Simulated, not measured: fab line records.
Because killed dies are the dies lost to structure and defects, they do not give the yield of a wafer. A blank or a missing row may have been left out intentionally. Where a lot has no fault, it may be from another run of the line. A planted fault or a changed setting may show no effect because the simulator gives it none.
One fault seen from 2 desks / flow gf180mcu / only its own numbers are on each desk; what lay behind them is given at the end

== METROLOGY DESK ==
What the gauges read, lot by lot, whatever tool the lot ran on: means of the sampled wafers that have a number. Any lot whose mean is over 4 standard deviations away from the usual mean is out of limits and marked OUT; that distance is given in the brackets.
Columns: A = LVPWELL_RS at GF_VT_IMPLANT_RS_MEAS_48, usual 1197 ohm/sq; B = POLY_GATE_CVD_00_THK at GF_POLY_GATE_THK_MEAS_01, usual 200.4 nm
lot=L216; first seen here=day 7 11:32; A=1193; B=201.5
lot=L217; first seen here=day 7 18:08; A=1198; B=198.2
lot=L218; first seen here=day 8 03:10; A=1197; B=201.9
lot=L219; first seen here=day 8 10:11; A=1199; B=201.8
lot=L226; first seen here=day 10 09:19; A=1170 (-7.8) OUT; B=200.7
lot=L227; first seen here=day 10 18:03; A=1168 (-8.5) OUT; B=200.9
lot=L228; first seen here=day 11 00:46; A=1173 (-7.2) OUT; B=198.2
lot=L230; first seen here=day 11 12:13; A=1200; B=200.1
lot=L231; first seen here=day 11 17:32; A=1199; B=198.5
lot=L232; first seen here=day 12 00:41; A=1192; B=197.5
lot=L234; first seen here=day 12 14:29; A=1195; B=201.2
lot=L235; first seen here=day 12 22:31; A=1197; B=200.0
lot=L238; first seen here=day 13 14:50; A=1193; B=199.5
lot=L239; first seen here=day 13 23:01; A=1202; B=200.6
This desk finds L226, L227, L228 out of limits, with the earliest case on L226 at day 10 09:19 (LVPWELL_RS at GF_VT_IMPLANT_RS_MEAS_48). In limits: L216, L217, L218, L219, L230, L231, L232, L234, L235, L238, L239.

== AT THE TOOL OWNER'S DESK: implanter-02 ==
The tool's own readings at GF_LVPWELL_IMPLANT_08: means of the sampled wafers that have a number, for each lot that ran on this tool. Any lot whose mean is over 4 standard deviations away from the usual mean is out of limits and marked OUT; that distance is given in the brackets.
Columns: A = beamEnergyKeV at GF_LVPWELL_IMPLANT_08, usual 170.00
lot=L216; first seen here=day 3 19:57; A=169.99
lot=L217; first seen here=day 4 00:34; A=170.05
lot=L219; first seen here=day 4 13:41; A=170.05
lot=L226; first seen here=day 6 04:15; A=193.41 (+99 or more) OUT
lot=L227; first seen here=day 6 11:20; A=193.34 (+99 or more) OUT
lot=L228; first seen here=day 6 18:19; A=193.33 (+99 or more) OUT
Finding of this desk: L226, L227, L228 out of limits; the first was L226 at day 6 04:15, on beamEnergyKeV at GF_LVPWELL_IMPLANT_08. In limits: L216, L217, L219.

== BROUGHT TOGETHER ==
At day 6 04:15, on L226, L227, L228, the tool owner's desk was in a position to raise an alarm.
L226, L227, L228 would have let the metrology desk raise an alarm at day 10 09:19.
On implanter-02, each named lot ran GF_LVPWELL_IMPLANT_08.

== WHAT HAD BEEN PUT IN BY THE SIMULATOR ==
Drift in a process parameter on implanter-02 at GF_LVPWELL_IMPLANT_08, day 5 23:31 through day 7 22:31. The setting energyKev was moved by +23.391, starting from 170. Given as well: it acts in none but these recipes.
Shown lots that were struck: L226, L227, L228.
Fault start to first reading out of limits, in hours, per desk: tool owner, 5; metrology, 106.
